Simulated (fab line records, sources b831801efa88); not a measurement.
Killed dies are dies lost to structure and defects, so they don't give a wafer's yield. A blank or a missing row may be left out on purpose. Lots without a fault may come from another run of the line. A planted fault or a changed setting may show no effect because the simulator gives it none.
Chamber matching | flow sky130 | SKY_PASSIVATION_CVD_02 on pecvd-03: 3 sister chambers
The step deposits Si3N4, target thk 540 nm. 16 wafers are shown with their chamber, then 8 later ones without.

WAFERS WITH THEIR CHAMBER
wafer  | chamber | heater_power_w (W)
L077.3 | 0       | 853
L077.4 | 0       | 879
L077.5 | 2       | 554
L083.1 | 1       | 693
L083.4 | 2       | 670
L083.6 | 1       | 722
L085.2 | 0       | 845
L085.3 | 1       | 639
L085.4 | 2       | 696
L088.3 | 2       | 680
L088.5 | 1       | 683
L088.6 | 2       | 677
L089.2 | 1       | 726
L089.5 | 2       | 705
L089.6 | 0       | 850
L091.1 | 2       | 549

SIGNATURES (means of the wafers above)
reading        | chamber 0 | chamber 1 | chamber 2 | scatter within a chamber
heater_power_w | 856.75    | 692.60    | 647.29    | 49.7
Rule: a wafer's distance from a chamber is the root of the sum, over the readings, of the square of ((its reading less the chamber's mean) divided by the reading's scatter). The wafer belongs to the nearest chamber; if the next one is less than 2 further off, it can't be placed. The scatter: the root of (the sum of the squares of (reading less its chamber's mean) over the shown wafers, divided by (wafers less chambers)).

WAFERS WITHOUT THEIR CHAMBER
wafer  | heater_power_w (W)
L091.4 | 660
L091.5 | 616
L092.1 | 769
L092.5 | 826
L092.6 | 678
L097.2 | 696
L097.3 | 909
L097.5 | 681

WHICH CHAMBER EACH WENT THROUGH
wafer  | from the rows above          | in truth
L091.4 | can't be placed: 2 or 1      | 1
L091.5 | can't be placed: 2 or 1      | 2
L092.1 | can't be placed: 1 or 0 or 2 | 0
L092.5 | 0                            | 0
L092.6 | can't be placed: 1 or 2      | 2
L097.2 | can't be placed: 1 or 2      | 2
L097.3 | 0                            | 0
L097.5 | can't be placed: 1 or 2      | 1
Placed correctly: 2 of 8. Can't be placed from these rows: 6 (the true chamber is among the candidates in 6). Placed wrongly: 0.
